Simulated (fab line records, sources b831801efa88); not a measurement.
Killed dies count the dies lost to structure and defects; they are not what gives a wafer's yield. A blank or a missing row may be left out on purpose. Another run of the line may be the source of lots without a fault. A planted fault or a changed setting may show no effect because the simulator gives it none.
fab line records -- flow gf180mcu
record lots=12, wafers=36, last_day=34
route steps=602 shown MVSD@75 SAB@275 CONTACT@288
lots with no fault: from the same line, run without faults
start_h: the number of hours between the record's first day and the start of the first shown wafer of the lot -- wait_h: hours from the lot's prior step to this one -- " unchanged from the row above -- L1.1+2: one row covering several wafers at once -- - no value present, or no start provided -- * or withheld: withheld -- < > ~ a bound
route shown NAME@n: names a module that has steps shown in the file, with the first one's number in the route -- usual: mean/standard deviation taken from wafers without a fault -- same: alike in all rows -- chamber/n: place in a boat -- sites: per-site readings -- _std_site: their standard deviation -- _edge_site: inner sites' mean taken away from outer sites' mean -- radius_mm: for every site, how far away it sits from the centre of the wafer -- mask NAME#n: copy n -- behind: tool/chamber where the wafer was last shaped -- hold: cause of the lot's hold/its duration in hours/its outcome -- device: the transistor (n, p or np) that didn't switch -- end of line: the same wafers' tests at the end of the route -- a step given without rows: its recipe and nothing more -- killed: count of dies lost to structure and defects at first sort (not the wafer's yield) -- map: dies across one wafer; x = killed, . = not, _ = none there
set.NAME: the setting the step ran with; set.NAME@STEP: the setting that earlier step ran with -- model.NAME: the simulator's own value behind a step, which no gauge read
a sample of lots followed through the steps of the route, with each step as a table and each wafer as a row
services: the hour from which a tool's chamber was out of use, counted from the record's first day as start_h (under 0 if before that day), plus the number of hours and why
## steps
# step GF_MVSD_IMPLANT_09
# recipe species=P, energy_kev=100, dose_cm2=5e+12, tilt_deg=0
# usual beam_on_s=9.99/0.21, faraday_current_uA=28.2/0.6
lot.wafer,tool,chamber,start_h,wait_h,beam_on_s,faraday_current_uA
L694.1,implanter-02,0,79.50,0.1,10.01,28.1
L694.2,implanter-02,0,79.50,0.1,9.86,28.6
L694.4,implanter-02,0,79.50,0.1,9.60,29.2
L695.2,implanter-03,0,88.02,0.1,9.93,28.4
L695.5,implanter-03,0,88.02,0.1,10.26,27.6
L695.6,implanter-03,0,88.02,0.1,9.87,28.7
L696.1,implanter-03,0,94.05,0.1,10.25,27.5
L696.3,implanter-03,0,94.05,0.1,10.34,27.3
L696.4,implanter-03,0,94.05,0.1,10.11,27.8
L698.1,implanter-02,0,105.05,0.1,9.77,28.8
L698.3,implanter-02,0,105.05,0.1,9.90,28.6
L698.6,implanter-02,0,105.05,0.1,10.30,27.4
L698.1,implanter-02,0,105.37,0.3,9.97,28.2
L698.3,implanter-02,0,105.37,0.3,10.00,28.2
L698.6,implanter-02,0,105.37,0.3,10.02,28.2
L699.1,implanter-01,0,113.33,0.1,10.03,28.2
L699.2,implanter-01,0,113.33,0.1,10.04,28.0
L699.5,implanter-01,0,113.33,0.1,10.10,27.9
L700.2,implanter-01,0,122.05,0.1,10.07,28.1
L700.4,implanter-01,0,122.05,0.1,9.95,28.3
L700.6,implanter-01,0,122.05,0.1,9.57,29.4
L700.2,implanter-01,0,122.37,0.3,10.27,27.6
L700.4,implanter-01,0,122.37,0.3,10.16,27.8
L700.6,implanter-01,0,122.37,0.3,9.93,28.3
L707.1,implanter-02,0,158.90,0.1,9.98,28.2
L707.3,implanter-02,0,158.90,0.1,9.89,28.4
L707.5,implanter-02,0,158.90,0.1,9.61,29.4
L707.1,implanter-02,0,159.22,0.3,10.36,27.0
L707.3,implanter-02,0,159.22,0.3,9.99,28.2
L707.5,implanter-02,0,159.22,0.3,10.09,27.9
L710.2,implanter-01,0,174.08,0.1,10.60,26.4
L710.5,implanter-01,0,174.08,0.1,9.86,28.7
L710.6,implanter-01,0,174.08,0.1,10.04,28.2
L711.3,implanter-03,0,181.63,0.1,10.30,27.4
L711.4,implanter-03,0,181.63,0.1,9.84,28.7
L711.6,implanter-03,0,181.63,0.1,10.09,28.1
L712.2,implanter-03,0,190.88,0.1,10.20,27.6
L712.3,implanter-03,0,190.88,0.1,9.93,28.5
L712.5,implanter-03,0,190.88,0.1,10.11,27.9
L713.1,implanter-02,0,194.36,0.1,10.07,28.2
L713.3,implanter-02,0,194.36,0.1,10.25,27.4
L713.4,implanter-02,0,194.36,0.1,10.07,27.9
L717.1,implanter-02,0,216.80,0.1,9.77,28.8
L717.2,implanter-02,0,216.80,0.1,9.80,28.7
L717.6,implanter-02,0,216.80,0.1,9.83,28.7
# step GF_MVSD_TW_MEAS_11
# usual MVSD_TW=1566/8.8
lot.wafer,tool,chamber,start_h,wait_h,MVSD_TW
L694.1,film_metro-04,-,79.75,0.1,1575
L694.2,film_metro-04,-,79.75,0.1,1564
L694.4,film_metro-04,-,79.75,0.1,1563
L695.2,film_metro-03,-,88.26,0.1,1582
L695.5,film_metro-03,-,88.26,0.1,1580
L695.6,film_metro-03,-,88.26,0.1,1586
L696.1,film_metro-03,-,94.30,0.1,1589
L696.3,film_metro-03,-,94.30,0.1,1576
L696.4,film_metro-03,-,94.30,0.1,1583
L698.1,film_metro-04,-,105.64,0.1,1627
L698.3,film_metro-04,-,105.64,0.1,1626
L698.6,film_metro-04,-,105.64,0.1,1626
L699.1,film_metro-01,-,113.58,0.1,1551
L699.2,film_metro-01,-,113.58,0.1,1543
L699.5,film_metro-01,-,113.58,0.1,1552
L700.2,film_metro-01,-,122.87,0.2,1630
L700.4,film_metro-01,-,122.87,0.2,1619
L700.6,film_metro-01,-,122.87,0.2,1620
L707.1,film_metro-03,-,159.47,0.1,1625
L707.3,film_metro-03,-,159.47,0.1,1626
L707.5,film_metro-03,-,159.47,0.1,1632
L710.2,film_metro-04,-,174.32,0.1,1562
L710.5,film_metro-04,-,174.32,0.1,1567
L710.6,film_metro-04,-,174.32,0.1,1571
L711.3,film_metro-03,-,181.85,0.1,1570
L711.4,film_metro-03,-,181.85,0.1,1573
L711.6,film_metro-03,-,181.85,0.1,1576
L712.2,film_metro-01,-,191.12,0.1,1563
L712.3,film_metro-01,-,191.12,0.1,1571
L712.5,film_metro-01,-,191.12,0.1,1579
L713.1,film_metro-01,-,194.61,0.1,1566
L713.3,film_metro-01,-,194.61,0.1,1555
L713.4,film_metro-01,-,194.61,0.1,1561
L717.1,film_metro-01,-,217.05,0.1,1562
L717.2,film_metro-01,-,217.05,0.1,1559
L717.6,film_metro-01,-,217.05,0.1,1563
# step GF_VT_IMPLANT_RS_MEAS_46
# recipe thk_meas_gauge=four-point-probe
# usual MVSD_RS=456.4/1
lot.wafer,tool,chamber,start_h,wait_h,MVSD_RS[ohm/sq]
L694.1,film_metro-03,-,151.90,0.1,456.9
L694.2,film_metro-03,-,151.90,0.1,457.1
L694.4,film_metro-03,-,151.90,0.1,456.8
L695.2,film_metro-01,-,160.98,0.1,455.4
L695.5,film_metro-01,-,160.98,0.1,455.5
L695.6,film_metro-01,-,160.98,0.1,455.7
L696.1,film_metro-04,-,170.21,0.1,455.7
L696.3,film_metro-04,-,170.21,0.1,456.0
L696.4,film_metro-04,-,170.21,0.1,457.0
L698.1,film_metro-03,-,183.06,0.1,400.9
L698.3,film_metro-03,-,183.06,0.1,400.0
L698.6,film_metro-03,-,183.06,0.1,400.7
L699.1,film_metro-04,-,191.49,0.1,456.9
L699.2,film_metro-04,-,191.49,0.1,456.3
L699.5,film_metro-04,-,191.49,0.1,456.9
L700.2,film_metro-01,-,201.82,0.1,401.7
L700.4,film_metro-01,-,201.82,0.1,400.9
L700.6,film_metro-01,-,201.82,0.1,400.7
L707.1,film_metro-01,-,246.29,0.1,402.0
L707.3,film_metro-01,-,246.29,0.1,400.7
L707.5,film_metro-01,-,246.29,0.1,401.5
L710.2,film_metro-01,-,261.53,0.1,455.3
L710.5,film_metro-01,-,261.53,0.1,456.7
L710.6,film_metro-01,-,261.53,0.1,456.2
L711.3,film_metro-04,-,270.85,0.1,457.0
L711.4,film_metro-04,-,270.85,0.1,457.5
L711.6,film_metro-04,-,270.85,0.1,456.9
L712.2,film_metro-03,-,282.08,0.1,456.7
L712.3,film_metro-03,-,282.08,0.1,458.3
L712.5,film_metro-03,-,282.08,0.1,458.1
L713.1,film_metro-04,-,288.02,0.1,455.0
L713.3,film_metro-04,-,288.02,0.1,455.4
L713.4,film_metro-04,-,288.02,0.1,457.2
L717.1,film_metro-01,-,316.22,0.1,456.1
L717.2,film_metro-01,-,316.22,0.1,455.9
L717.6,film_metro-01,-,316.22,0.1,456.8
# step GF_SAB_ETCH_11
# recipe chemistry=C4F8/O2/Ar, mask_material=NOVOLAK, target=SiO2, target_depth_nm=55, source_w=1500, bias_w=1200, pressure_mtorr=40, c4f8_flow_sccm=withheld, O2_flow_sccm=6, Ar_flow_sccm=300, time_s=8.5
# usual bias_w=1200/3.7, oes_product_au=1.001/0.009, rf_fwd_power_W=1473/8.2
# same time_s=8.5
lot.wafer,tool,chamber,start_h,wait_h,bias_w,oes_product_au,rf_fwd_power_W,rf_hours_counter_h
L694.1,rie_diel-04,1,332.35,0.0,1199,1.001,1482,17
L694.2,rie_diel-04,2,332.35,0.0,1199,0.984,1466,6
L694.4,rie_diel-04,3,332.35,0.0,1200,0.987,1473,27
L695.2,rie_diel-01,2,342.70,0.0,1197,1.017,1477,81
L695.5,rie_diel-01,2,342.70,0.0,1199,1.015,1472,-
L695.6,rie_diel-01,3,342.70,0.0,1204,0.994,1472,-
L696.1,rie_diel-04,3,354.27,0.0,1194,0.987,1462,28
L696.3,rie_diel-04,0,354.27,0.0,1198,1.001,1481,121
L696.4,rie_diel-04,1,354.27,0.0,1198,0.988,1479,18
L698.1,rie_diel-01,3,370.50,0.0,1200,1.004,1478,22
L698.3,rie_diel-01,1,370.50,0.0,1198,1.000,1472,36
L698.6,rie_diel-01,1,370.50,0.0,1198,0.986,1471,-
L699.1,rie_diel-01,0,385.58,0.0,1205,0.999,1465,102
L699.2,rie_diel-01,3,385.58,0.0,1198,0.998,1477,22
L699.5,rie_diel-01,3,385.58,0.0,1199,0.995,1477,-
L700.2,rie_diel-04,3,396.05,0.0,1198,0.979,1467,30
L700.4,rie_diel-04,2,396.05,0.0,1196,1.000,1456,8
L700.6,rie_diel-04,0,396.05,0.0,1200,1.000,1483,-
L707.1,rie_diel-02,1,452.81,0.0,1204,1.001,1479,4
L707.3,rie_diel-02,0,452.81,0.0,1198,0.990,1475,4
L707.5,rie_diel-02,2,452.81,0.0,1198,0.998,1469,-
L710.2,rie_diel-02,0,474.16,0.0,1206,1.000,1482,4
L710.5,rie_diel-02,1,474.16,0.0,1197,1.008,1475,-
L710.6,rie_diel-02,0,474.16,0.0,1207,0.997,1481,-
L711.3,rie_diel-02,2,485.39,0.0,1204,1.015,1471,8
L711.4,rie_diel-02,0,485.39,0.0,1203,1.010,1483,5
L711.6,rie_diel-02,0,485.39,0.0,1204,1.018,1477,-
L712.2,rie_diel-04,2,500.79,0.0,1195,1.009,1458,11
L712.3,rie_diel-04,1,500.79,0.0,1202,1.002,1477,23
L712.5,rie_diel-04,2,500.79,0.0,1199,1.009,1458,-
L713.1,rie_diel-04,3,505.82,0.0,1205,0.986,1464,32
L713.3,rie_diel-04,2,505.82,0.0,1199,1.011,1465,11
L713.4,rie_diel-04,0,505.82,0.0,1199,1.013,1479,3
L717.1,rie_diel-04,2,537.24,0.0,1205,1.005,1455,12
L717.2,rie_diel-04,1,537.24,0.0,1197,1.007,1481,24
L717.6,rie_diel-04,2,537.24,0.0,1201,1.010,1463,-
# step GF_CONTACT_THK_MEAS_01
# recipe reads=SiO2_of_CONTACT_CVD_00
# usual CONTACT_CVD_00_THK=300/3.3
lot.wafer,tool,chamber,start_h,wait_h,CONTACT_CVD_00_THK[nm]
L694.1,film_metro-03,-,333.28,0.0,299
L694.2,film_metro-03,-,333.28,0.0,299
L694.4,film_metro-03,-,333.28,0.0,298
L695.2,film_metro-04,-,343.75,0.0,293
L695.5,film_metro-04,-,343.75,0.0,297
L695.6,film_metro-04,-,343.75,0.0,296
L696.1,film_metro-04,-,355.17,0.0,294
L696.3,film_metro-04,-,355.17,0.0,299
L696.4,film_metro-04,-,355.17,0.0,299
L698.1,film_metro-01,-,371.44,0.0,305
L698.3,film_metro-01,-,371.44,0.0,302
L698.6,film_metro-01,-,371.44,0.0,299
L699.1,film_metro-04,-,386.51,0.0,301
L699.2,film_metro-04,-,386.51,0.0,295
L699.5,film_metro-04,-,386.51,0.0,295
L700.2,film_metro-03,-,396.98,0.0,305
L700.4,film_metro-03,-,396.98,0.0,305
L700.6,film_metro-03,-,396.98,0.0,308
L707.1,film_metro-04,-,453.75,0.0,299
L707.3,film_metro-04,-,453.75,0.0,296
L707.5,film_metro-04,-,453.75,0.0,293
L710.2,film_metro-04,-,475.08,0.0,298
L710.5,film_metro-04,-,475.08,0.0,294
L710.6,film_metro-04,-,475.08,0.0,298
L711.3,film_metro-04,-,486.35,0.0,298
L711.4,film_metro-04,-,486.35,0.0,299
L711.6,film_metro-04,-,486.35,0.0,300
L712.2,film_metro-03,-,501.73,0.0,299
L712.3,film_metro-03,-,501.73,0.0,302
L712.5,film_metro-03,-,501.73,0.0,300
L713.1,film_metro-04,-,506.73,0.0,300
L713.3,film_metro-04,-,506.73,0.0,303
L713.4,film_metro-04,-,506.73,0.0,298
L717.1,film_metro-01,-,538.18,0.0,302
L717.2,film_metro-01,-,538.18,0.0,302
L717.6,film_metro-01,-,538.18,0.0,305
# step GF_CONTACT_OVL_MEAS_15
# usual CONTACT_OVL=-1/4.8
lot.wafer,tool,chamber,start_h,wait_h,CONTACT_OVL[nm]
L694.1,overlay-01,-,355.09,0.1,1
L694.2,overlay-01,-,355.09,0.1,0
L694.4,overlay-01,-,355.09,0.1,5
L695.2,overlay-01,-,365.80,0.1,-1
L695.5,overlay-01,-,365.80,0.1,-8
L695.6,overlay-01,-,365.80,0.1,-2
L696.1,overlay-01,-,377.58,0.1,-4
L696.3,overlay-01,-,377.58,0.1,2
L696.4,overlay-01,-,377.58,0.1,-3
L698.1,overlay-01,-,394.69,0.1,-8
L698.3,overlay-01,-,394.69,0.1,2
L698.6,overlay-01,-,394.69,0.1,-2
L699.1,overlay-02,-,409.93,0.1,-12
L699.2,overlay-02,-,409.93,0.1,4
L699.5,overlay-02,-,409.93,0.1,-2
L700.2,overlay-02,-,420.64,0.1,-3
L700.4,overlay-02,-,420.64,0.1,-4
L700.6,overlay-02,-,420.64,0.1,0
L707.1,overlay-01,-,478.33,0.1,-3
L707.3,overlay-01,-,478.33,0.1,3
L707.5,overlay-01,-,478.33,0.1,-4
L710.2,overlay-02,-,499.74,0.1,-3
L710.5,overlay-02,-,499.74,0.1,-8
L710.6,overlay-02,-,499.74,0.1,1
L711.3,overlay-02,-,511.79,0.1,8
L711.4,overlay-02,-,511.79,0.1,1
L711.6,overlay-02,-,511.79,0.1,5
L712.2,overlay-02,-,526.54,0.1,-3
L712.3,overlay-02,-,526.54,0.1,-2
L712.5,overlay-02,-,526.54,0.1,-1
L713.1,overlay-01,-,531.61,0.1,1
L713.3,overlay-01,-,531.61,0.1,-2
L713.4,overlay-01,-,531.61,0.1,2
L717.1,overlay-02,-,562.04,0.1,-3
L717.2,overlay-02,-,562.04,0.1,-5
L717.6,overlay-02,-,562.04,0.1,-4
## services
tool,chamber,start_h,hours,kind
rie_diel-04,-,73.69,1.3,repair
rie_diel-04,3,83.27,39.9,repair
implanter-01,-,103.72,2.3,repair
rie_diel-04,3,151.30,8.1,repair
rie_diel-04,1,158.24,4.0,repair
rie_diel-04,0,198.72,4.3,repair
implanter-03,-,201.85,5.1,pm
implanter-01,-,230.88,61.7,repair
implanter-03,-,256.70,1.3,repair
implanter-03,-,291.23,8.3,repair
implanter-02,-,295.16,1.1,repair
implanter-02,-,304.28,5.7,pm
implanter-03,-,305.57,3.8,repair
implanter-02,-,312.41,0.6,repair
rie_diel-04,3,317.77,11.0,repair
implanter-03,-,341.72,2.8,repair
implanter-03,-,367.02,4.2,repair
implanter-01,-,384.72,4.7,pm
implanter-03,-,389.15,3.2,repair
implanter-01,-,400.87,3.0,pm
rie_diel-04,3,405.92,4.4,repair
rie_diel-04,0,428.64,3.8,repair
rie_diel-04,2,442.27,6.4,repair
rie_diel-04,2,491.83,2.8,repair
## key
first_sign step=GF_MVSD_IMPLANT_09, reading=visit, direction=added
effect step=GF_MVSD_TW_MEAS_11, reading=MVSD_TW, direction=up, sigmas=6.8, usual=1566, struck=1626
effect step=GF_VT_IMPLANT_RS_MEAS_46, reading=MVSD_RS, direction=down, sigmas=53, usual=456.4, struck=401.0
met_at GF_MVSD_IMPLANT_09
struck_lots L698,L700,L707
tester_left_out L698,L700,L707
not_acting_at GF_SAB_ETCH_11,GF_CONTACT_THK_MEAS_01,GF_CONTACT_OVL_MEAS_15
fault kind=repeated_step_whole, tool=implanter-01,implanter-02,implanter-03, chamber=-, onset_h=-, steps=GF_MVSD_IMPLANT_09, times=1, scope=struck_lots_only
# tester_left_out: of these lots the tester's yield and bins aren't shown, on N5 and GAA mostly nor the transistor test; their killed dies are dies lost to structure and defects alone, not to doping, threshold or leakage, so they don't give the yield
